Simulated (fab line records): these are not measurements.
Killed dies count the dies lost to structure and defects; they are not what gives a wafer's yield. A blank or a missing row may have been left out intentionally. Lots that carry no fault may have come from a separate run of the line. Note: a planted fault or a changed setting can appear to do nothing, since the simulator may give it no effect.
fab line records    flow gf180mcu
record lots=6  wafers=18  lastDay=34
route steps=602 shown V1@340
lots with no fault: from the same line, run without faults
startH: the number of hours between the record's first day and the start of the first shown wafer of the lot    waitH: hours from the lot's prior step to this one    " as in the row above    L1.1+2: a single row standing in for several wafers    - no value, or no start given    * or withheld: withheld    < > ~ a bound
route shown NAME@n: a module of which the file shows steps, and the number in the route of the first    usual: mean/standard deviation taken from wafers without a fault    same: alike in all rows    chamber/n: place in a boat    sites: readings site by site    _std_site: standard deviation of those values    _edge_site: inner sites' mean taken away from outer sites' mean    radiusMm: how far each site lies from the wafer's centre    mask NAME#n: copy n    behind: tool/chamber where the wafer was last shaped    hold: why the lot went on hold/how many hours it stayed there/how the hold came to an end    device: whichever transistor did not switch (one of n, p or np)    end of line: tests run on the same wafers once the route is complete    a step without rows: its recipe alone    killed: dies lost to structure and defects at the first sort, not the wafer's yield    map: per-die view of a wafer (x killed, . not killed, _ where there is no die)
set.NAME: the setting as run; set.NAME@STEP: as run at that earlier step    model.NAME: the simulator's own value behind a step, which no gauge read
lots at selected steps of the route; one table per step, one row per wafer
services: the hour from which a tool's chamber was out of use, counted from the record's first day as startH (under 0 if before that day), plus the number of hours and why
## steps
# step GF_V1_BOW_MEAS_05
# recipe mode=bow
# usual V1_BOW=82/6.3
lot.wafer  tool          chamber  startH  waitH  V1_BOW[um]
L716.1     filmMetro-01  -        397.06  0.1    86
L716.2     "             -        "       "      81
L716.6     "             -        "       "      91
L729.4     filmMetro-02  -        514.07  0.2    90
L729.5     "             -        "       "      80
L729.6     "             -        "       "      79
L730.1     filmMetro-02  -        516.82  0.1    75
L730.5     "             -        "       "      85
L730.6     "             -        "       "      76
L734.2     filmMetro-03  -        552.16  0.3    78
L734.3     "             -        "       "      72
L734.6     "             -        "       "      82
L737.1     filmMetro-01  -        575.77  0.1    81
L737.2     "             -        "       "      75
L737.5     "             -        "       "      78
L738.2     filmMetro-02  -        583.71  0.1    64
L738.5     "             -        "       "      87
L738.6     "             -        "       "      83
# step GF_V1_DEHYDRATE_06
# recipe tempC=200  timeS=60
# step GF_V1_HMDS_07
# recipe primeTimeS=60  primeTempC=120
# step GF_V1_COAT_08
# recipe resist=BARC  tempC=withheld  timeS=withheld  spinRpm=withheld  resistThkNm=withheld
# step GF_V1_COAT_09
# recipe resist=KrF  spinRpm=withheld  resistThkNm=1000
# step GF_V1_SOFTBAKE_10
# recipe tempC=130  timeS=60  resist=KrF
# step GF_V1_EXPOSE_11
# recipe maskId=Via1  targetCdNm=260  na=0.68  sourceShape=conventional  sigmaOuter=0.6  doseMj=38
# step GF_V1_PEB_12
# recipe pebTempC=135  pebTimeS=90  resist=KrF
# step GF_V1_DEVELOP_13
# recipe developTimeS=60  resist=KrF  devTempC=21
# step GF_V1_CD_MEAS_14
# recipe targetCdNm=260
# usual cdNm=260.1/1.3
lot.wafer  tool      chamber  startH  waitH  cdNm
L716.1     cdSem-02  -        420.80  0.1    259.7
L716.2     "         -        "       "      261.2
L716.6     "         -        "       "      260.2
L729.4     cdSem-02  -        536.63  0.1    261.0
L729.5     "         -        "       "      262.3
L729.6     "         -        "       "      262.0
L730.1     cdSem-02  -        539.92  0.1    260.9
L730.5     "         -        "       "      260.3
L730.6     "         -        "       "      259.8
L734.2     cdSem-01  -        574.42  0.1    259.5
L734.3     "         -        "       "      258.8
L734.6     "         -        "       "      259.4
L737.1     cdSem-01  -        596.43  0.1    258.2
L737.2     "         -        "       "      258.9
L737.5     "         -        "       "      258.6
L738.2     cdSem-01  -        604.77  0.1    258.9
L738.5     "         -        "       "      259.4
L738.6     "         -        "       "      260.0
# step GF_V1_OVL_MEAS_15
# usual V1_OVL=0/5.5
lot.wafer  tool        chamber  startH  waitH  V1_OVL[nm]
L716.1     overlay-01  -        420.92  0.1    -9
L716.2     "           -        "       "      -12
L716.6     "           -        "       "      -10
L729.4     overlay-02  -        536.71  0.1    -1
L729.5     "           -        "       "      -3
L729.6     "           -        "       "      3
L730.1     overlay-02  -        540.04  0.1    -2
L730.5     "           -        "       "      -4
L730.6     "           -        "       "      -3
L734.2     overlay-02  -        574.53  0.1    1
L734.3     "           -        "       "      8
L734.6     "           -        "       "      1
L737.1     overlay-02  -        596.55  0.1    4
L737.2     "           -        "       "      -1
L737.5     "           -        "       "      6
L738.2     overlay-01  -        604.87  0.1    2
L738.5     "           -        "       "      2
L738.6     "           -        "       "      5
# step GF_V1_ETCH_16
# recipe chemistry=N2/H2  targetDepthA=withheld  overetchA=withheld  timeS=withheld  target=BARC  ionEnergyEv=200  sourceW=500  biasW=100  pressureMtorr=30  n2FlowSccm=100  h2FlowSccm=200
# usual biasW=100.00/0.27  chamberPressureMTorr=29.998/0.026  drypumpMotorCurrentA=5.7/0.37  oesProductAu=0.855/0.0047  throttleValvePct=13.225/0.0092
lot.wafer  tool        chamber  startH  waitH  biasW   chamberPressureMTorr  drypumpMotorCurrentA  oesProductAu  throttleValvePct
L716.1     rieDiel-01  0        420.96  0.0    100.13  30.014                5.8                   0.857         13.217
L716.2     "           3        "       "      99.52   29.955                5.8                   0.859         13.230
L716.6     "           1        "       "      100.05  30.035                5.0                   0.853         13.230
L729.4     rieDiel-04  1        536.73  0.0    100.26  30.012                5.7                   0.854         13.222
L729.5     "           1        "       "      100.01  29.945                5.7                   0.853         13.219
L729.6     "           0        "       "      99.90   30.041                5.4                   0.859         13.228
L730.1     rieDiel-01  0        540.08  0.0    99.52   29.998                5.7                   0.847         13.210
L730.5     "           2        "       "      100.22  30.004                6.1                   0.857         13.231
L730.6     "           1        "       "      99.75   30.022                5.0                   0.852         13.219
L734.2     rieDiel-04  0        574.56  0.0    99.77   29.937                5.4                   0.858         13.219
L734.3     "           3        "       "      100.29  29.971                6.6                   0.855         13.221
L734.6     "           2        "       "      99.94   29.965                6.0                   0.854         13.226
L737.1     rieDiel-01  0        596.59  0.0    99.84   29.977                5.8                   0.851         13.220
L737.2     "           2        "       "      100.03  30.022                6.2                   0.860         13.222
L737.5     "           0        "       "      100.20  30.008                5.8                   0.847         13.250
L738.2     rieDiel-01  3        604.90  0.0    99.73   29.987                5.8                   0.853         13.239
L738.5     "           3        "       "      99.56   29.950                5.8                   0.855         13.213
L738.6     "           1        "       "      99.66   30.005                5.0                   0.863         13.214
# step GF_V1_ETCH_17
# recipe chemistry=C4F8/O2/Ar  maskMaterial=KrF  target=SiO2  stopOn=TiN  sourceW=1500  biasW=1200  pressureMtorr=40  c4f8FlowSccm=withheld  O2_flow_sccm=6  Ar_flow_sccm=300  timeS=withheld  targetDepthA=6300
# usual biasW=1200/3.8  chamberPressureMTorr=40.00/0.036  oesProductAu=0.856/0.0047
lot.wafer  tool        chamber  startH  waitH  biasW  chamberPressureMTorr  oesProductAu
L716.1     rieDiel-01  0        420     -      1197   39.97                 0.851
L716.2     "           3        "       "      1201   39.97                 0.858
L716.6     "           1        421     -      1199   40.01                 0.859
L729.4     rieDiel-04  1        536     -      -      -                     -
L729.5     "           1        "       "      -      -                     -
L729.6     "           0        "       "      -      -                     -
L730.1     rieDiel-01  0        540     -      -      -                     -
L730.5     "           2        "       "      -      -                     -
L730.6     "           1        "       "      -      -                     -
L734.2     rieDiel-04  0        574     -      1204   40.02                 0.854
L734.3     "           3        "       "      1200   39.95                 0.856
L734.6     "           2        "       "      1200   40.06                 0.861
L737.1     rieDiel-01  0        596     -      1201   40.00                 0.857
L737.2     "           2        "       "      1197   40.00                 0.857
L737.5     "           0        "       "      1205   40.03                 0.857
L738.2     rieDiel-01  3        604     -      1200   40.03                 0.861
L738.5     "           3        "       "      1200   39.99                 0.847
L738.6     "           1        "       "      1200   39.99                 0.860
# step GF_V1_STRIP_18
# recipe chemistry=O2/N2  powerW=1400  pressureMtorr=1500  platenTempC=250  o2FlowSccm=3000  n2FlowSccm=300  overashFraction=0.5
# usual drypumpMotorCurrentA=5.5/0.5  heaterPowerW=354/25  oesProductAu=0.591/0.0055
lot.wafer  tool            chamber  startH  waitH  drypumpMotorCurrentA  heaterPowerW  oesProductAu  rfHoursCounterH
L716.1     plasmaAsher-02  0        421.09  -      6.3                   347           0.593         76
L716.2     "               1        "       "      5.6                   362           0.595         76
L716.6     "               0        "       "      6.2                   337           0.597         -
L729.4     plasmaAsher-01  0        536.89  -      5.3                   327           0.675         -
L729.5     "               0        "       "      5.3                   319           0.659         -
L729.6     "               1        "       "      6.1                   337           0.666         -
L730.1     plasmaAsher-04  1        540.21  -      5.7                   392           0.670         77
L730.5     "               1        "       "      5.7                   379           0.662         -
L730.6     "               0        "       "      4.8                   337           0.665         -
L734.2     plasmaAsher-04  1        574.69  -      5.7                   387           0.602         81
L734.3     "               0        "       "      4.8                   341           0.594         -
L734.6     "               0        "       "      4.8                   338           0.583         -
L737.1     plasmaAsher-01  0        596.72  -      5.3                   320           0.587         95
L737.2     "               1        "       "      6.1                   337           0.586         95
L737.5     "               0        "       "      5.3                   314           0.587         -
L738.2     plasmaAsher-04  1        605.03  -      5.7                   392           0.584         84
L738.5     "               0        "       "      4.8                   337           0.594         -
L738.6     "               1        "       "      5.7                   397           0.585         -
# step GF_V1_STRIP_19
# recipe chemistry=postEtchResidueRemover  timeS=1200  tempC=72.5
## services
tool            chamber  startH  hours  kind
plasmaAsher-02  -        421.25  9.0    pm
plasmaAsher-02  0        421.25  9.0    ventCycle
plasmaAsher-02  1        421.25  9.0    ventCycle
plasmaAsher-02  0        430.25  -      clean
plasmaAsher-02  1        430.25  -      clean
plasmaAsher-04  -        456.39  1.7    repair
rieDiel-01      -        461.98  28.1   pm
rieDiel-04      3        462.18  8.5    repair
rieDiel-01      2        492.09  -      clean
rieDiel-01      2        492.09  13.7   scheduledDown
rieDiel-01      2        492.09  13.7   ventCycle
plasmaAsher-01  -        501.76  4.3    pm
rieDiel-01      0        515.53  4.7    repair
rieDiel-04      2        517.78  4.1    repair
rieDiel-04      1        545.01  6.7    repair
rieDiel-04      2        552.61  15.0   repair
rieDiel-01      -        563.12  4.3    pm
plasmaAsher-01  -        574.55  14.6   pm
rieDiel-04      3        596.79  1.8    repair
plasmaAsher-01  -        598.84  6.5    repair
rieDiel-01      2        601.81  7.3    repair
## key
firstSign step=GF_V1_ETCH_17  reading=toolRecord  direction=missing
effect step=GF_V1_STRIP_18  reading=oesProductAu  direction=up  sigmas=14  usual=0.591  struck=0.666
metAt GF_V1_ETCH_17
struckWafers L729.4,L729.5,L729.6,L730.1,L730.5,L730.6
laterRowsLeftOut L729.4,L729.5,L729.6,L730.1,L730.5,L730.6
sortLeftOut L729.4,L729.5,L729.6,L730.1,L730.5,L730.6
onsetBetween 420 536
fault kind=skippedStepWhole  tool=rieDiel-01,rieDiel-04  chamber=-  onsetH=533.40  steps=GF_V1_ETCH_17  scope=struckLotsOnly
# sortLeftOut: the simulated sort isn't trusted on such a fault, so these wafers' sort isn't shown, and their yield isn't known
# laterRowsLeftOut: the simulator's readings of these wafers behind a module that went badly wrong aren't trusted and aren't shown, but for the sort
